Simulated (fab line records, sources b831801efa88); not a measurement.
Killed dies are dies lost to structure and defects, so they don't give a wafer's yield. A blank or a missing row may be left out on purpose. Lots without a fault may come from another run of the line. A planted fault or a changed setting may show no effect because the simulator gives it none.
Which tool did it? | flow sky130 | 11 lots, 33 wafers sampled, at 5 steps of a route of 708

WHAT THE GAUGES READ, wafer by wafer
SKY_FIELD_ISO_CD_MEAS_13: target cd 150 nm.
lot  | measured    | on        | cd_nm (nm)
L117 | day 2 05:37 | cd_sem-02 | 147.3 148.6 147.3
L118 | day 2 09:01 | cd_sem-01 | 149.2 148.9 151.0
L119 | day 2 15:48 | cd_sem-01 | 150.3 151.2 150.5
L123 | day 3 13:19 | cd_sem-01 | 151.4 151.8 152.0
L124 | day 3 16:49 | cd_sem-01 | 151.2 151.0 149.4
L125 | day 3 23:47 | cd_sem-01 | 154.1 153.1 152.4
L128 | day 4 14:06 | cd_sem-01 | 150.1 150.5 150.1
L131 | day 5 05:49 | cd_sem-01 | 153.3 154.0 152.1
L132 | day 5 10:20 | cd_sem-01 | 153.2 151.4 151.6
L139 | day 7 03:21 | cd_sem-01 | 150.6 149.0 149.9
L140 | day 7 03:52 | cd_sem-01 | 152.0 150.5 150.5

SKY_VT_ADJUST_HVTR_OVL_MEAS_08.
lot  | measured     | on         | VT_ADJUST_HVTR_OVL (nm)
L117 | day 9 11:26  | overlay-01 | -0.4 -1.1 0.9
L118 | day 9 15:19  | overlay-01 | -0.2 -1.8 -3.0
L119 | day 10 00:46 | overlay-02 | 0.2 -3.0 -3.1
L123 | day 11 04:28 | overlay-01 | 2.9 0.3 2.1
L124 | day 11 16:31 | overlay-01 | 0.5 0.2 0.8
L125 | day 11 22:49 | overlay-01 | 1.6 0.8 -0.1
L128 | day 12 19:19 | overlay-02 | 0.4 -0.7 0.4
L131 | day 13 19:55 | overlay-01 | 0.7 2.8 -0.2
L132 | day 14 00:07 | overlay-01 | 2.1 0.3 -0.4
L139 | day 16 15:02 | overlay-02 | -2.6 0.4 0.0
L140 | day 16 16:52 | overlay-02 | -1.2 1.1 0.4

SKY_SONOS_ONO_THK_MEAS_05.
lot  | measured     | on            | SONOS_ONO_CVD_04_THK (nm)
L117 | day 11 14:31 | film_metro-02 | 5.77 5.75 5.92
L118 | day 11 18:36 | film_metro-03 | 5.75 5.69 5.69
L119 | day 12 05:28 | film_metro-01 | 5.82 5.83 5.96
L123 | day 13 10:06 | film_metro-03 | 5.75 5.74 5.63
L124 | day 14 02:10 | film_metro-02 | 5.82 5.78 5.66
L125 | day 14 06:38 | film_metro-03 | 6.04 5.93 5.93
L128 | day 15 06:31 | film_metro-03 | 6.10 6.06 6.08 6.11 6.06 6.09
L131 | day 16 09:32 | film_metro-01 | 5.89 5.76 5.82
L132 | day 16 20:56 | film_metro-02 | 5.76 5.72 5.66
L139 | day 19 08:22 | film_metro-01 | 5.76 5.81 5.76
L140 | day 19 09:36 | film_metro-03 | 5.87 5.90 5.99

SKY_RES_PROTECT_TW_MEAS_08.
lot  | measured     | on            | POLY_GATE_TW
L117 | day 14 22:40 | film_metro-03 | 3973 3993 3959
L118 | day 15 05:15 | film_metro-01 | 4020 4012 4035
L119 | day 15 16:48 | film_metro-01 | 4006 4007 3997
L123 | day 17 03:20 | film_metro-04 | 4108 4096 4092
L124 | day 17 19:10 | film_metro-01 | 3959 3983 3954
L125 | day 18 00:43 | film_metro-04 | 4053 4085 4058
L128 | day 19 03:28 | film_metro-03 | 4028 4001 4029
L131 | day 20 10:24 | film_metro-03 | 4015 4030 4024
L132 | day 20 19:00 | film_metro-01 | 3989 4012 4011
L139 | day 23 11:31 | film_metro-01 | 3984 3984 3996
L140 | day 23 11:51 | film_metro-03 | 4005 4018 4014

WHICH TOOL RAN EACH LOT (tool, then ch and the chambers of the sampled wafers, then the start)
lot  | SKY_SONOS_ONO_CVD_04
L117 | lpcvd-03 ch 1, day 11 13:14
L118 | lpcvd-03 ch 0, day 11 17:20
L119 | lpcvd-03 ch 1, day 12 04:13
L123 | lpcvd-03 ch 0, day 13 08:50
L124 | lpcvd-03 ch 0, day 14 00:55
L125 | lpcvd-03 ch 0, day 14 05:23
L128 | lpcvd-03 ch 1, day 15 05:16
L131 | lpcvd-03 ch 0, day 16 08:17
L132 | lpcvd-03 ch 0, day 16 19:41
L139 | lpcvd-03 ch 1, day 19 07:05
L140 | lpcvd-03 ch 0, day 19 08:20
- SKY_SONOS_ONO_CVD_04: deposits SiO2 from SiH4/N2O, target thk 5.7199 nm.

WHAT THE TOOLS THEMSELVES READ (means of the sampled wafers that have a number; where no wafer has one, the mark that the record gives instead)
SKY_SONOS_ONO_CVD_04.
lot  | tool     | pressure_mtorr (mTorr) | susceptor_temp_C (C)
L117 | lpcvd-03 | 399.9                  | 900.3
L118 | lpcvd-03 | 399.8                  | 900.1
L119 | lpcvd-03 | 400.6                  | 900.1
L123 | lpcvd-03 | 401.4                  | 900.1
L124 | lpcvd-03 | 400.0                  | 899.6
L125 | lpcvd-03 | 400.4                  | 899.8
L128 | lpcvd-03 | 479.6                  | 900.0
L131 | lpcvd-03 | 399.6                  | 899.7
L132 | lpcvd-03 | 400.2                  | 899.8
L139 | lpcvd-03 | 400.8                  | 900.1
L140 | lpcvd-03 | 400.2                  | 900.6

THE ANSWER, worked out from the rows above alone
Rule: what is usual is taken from the lots themselves. Put in order of their means at a reading, lots are off if they are a third of the lots or fewer, leave a main group of 4 or more, and stand apart from it by a gap of 3 or more times the standard deviation of the main group's means; of several such gaps the widest counts. A main group whose means are all the same, to the digits that the tables above print for the reading, isn't used. A lot without any number at a reading at which 4 lots or more have one is off too. The other lots that the step has rows for count as sound. The gauges are gone through in route order, then the tools' own readings, and for those a lot's mean is taken as printed above. The first step at which some lot is off is used, and at that step the reading that is off furthest; a lot without a number counts as furthest.
Off: L128, at SKY_SONOS_ONO_CVD_04 (pressure_mtorr). The main group: mean 400.3 mTorr, standard deviation 0.51.
A tool fits if, at that step or a process step before it, it ran every lot that is off, and no sound lot after the first of them. None of those tried fits.

WHAT THE SIMULATOR HAD PUT IN
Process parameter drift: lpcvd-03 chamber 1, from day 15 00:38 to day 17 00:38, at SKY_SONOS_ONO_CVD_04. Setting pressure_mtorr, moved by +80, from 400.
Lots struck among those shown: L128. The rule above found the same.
